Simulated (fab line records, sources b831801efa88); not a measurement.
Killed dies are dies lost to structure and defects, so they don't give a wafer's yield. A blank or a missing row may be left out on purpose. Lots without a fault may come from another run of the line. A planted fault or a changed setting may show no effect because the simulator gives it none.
Chamber matching | flow gf180mcu | GF_V3_CVD_02 on pecvd-03: 3 sister chambers
The step deposits SiO2 from TEOS, target thk 850 nm, time 94.851 s. 16 wafers are shown with their chamber, then 8 later ones without.

WAFERS WITH THEIR CHAMBER
wafer  | chamber | heater_power_w (W)
L151.1 | 2       | 747
L151.3 | 0       | 670
L151.6 | 1       | 617
L160.4 | 1       | 647
L160.5 | 2       | 757
L160.6 | 1       | 512
L161.4 | 1       | 583
L161.5 | 2       | 742
L161.6 | 1       | 606
L163.3 | 2       | 595
L163.5 | 1       | 576
L163.6 | 2       | 652
L164.1 | 2       | 712
L164.2 | 1       | 628
L164.3 | 1       | 646
L165.3 | 2       | 723

SIGNATURES (means of the wafers above)
reading        | chamber 0 | chamber 1 | chamber 2 | scatter within a chamber
heater_power_w | 670.00    | 601.88    | 704.00    | 52
Rule: a wafer's distance from a chamber is the root of the sum, over the readings, of the square of ((its reading less the chamber's mean) divided by the reading's scatter). The wafer belongs to the nearest chamber; if the next one is less than 2 further off, it can't be placed. The scatter: the root of (the sum of the squares of (reading less its chamber's mean) over the shown wafers, divided by (wafers less chambers)).

WAFERS WITHOUT THEIR CHAMBER
wafer  | heater_power_w (W)
L165.4 | 571
L165.6 | 618
L170.1 | 557
L170.5 | 742
L170.6 | 636
L171.2 | 530
L171.3 | 587
L171.5 | 609

WHICH CHAMBER EACH WENT THROUGH
wafer  | from the rows above          | in truth
L165.4 | can't be placed: 1 or 0 or 2 | 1
L165.6 | can't be placed: 1 or 0 or 2 | 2
L170.1 | can't be placed: 1 or 0 or 2 | 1
L170.5 | can't be placed: 2 or 0 or 1 | 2
L170.6 | can't be placed: 0 or 1 or 2 | 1
L171.2 | can't be placed: 1 or 0 or 2 | 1
L171.3 | can't be placed: 1 or 0 or 2 | 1
L171.5 | can't be placed: 1 or 0 or 2 | 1
Placed correctly: 0 of 8. Can't be placed from these rows: 8 (the true chamber is among the candidates in 8). Placed wrongly: 0.
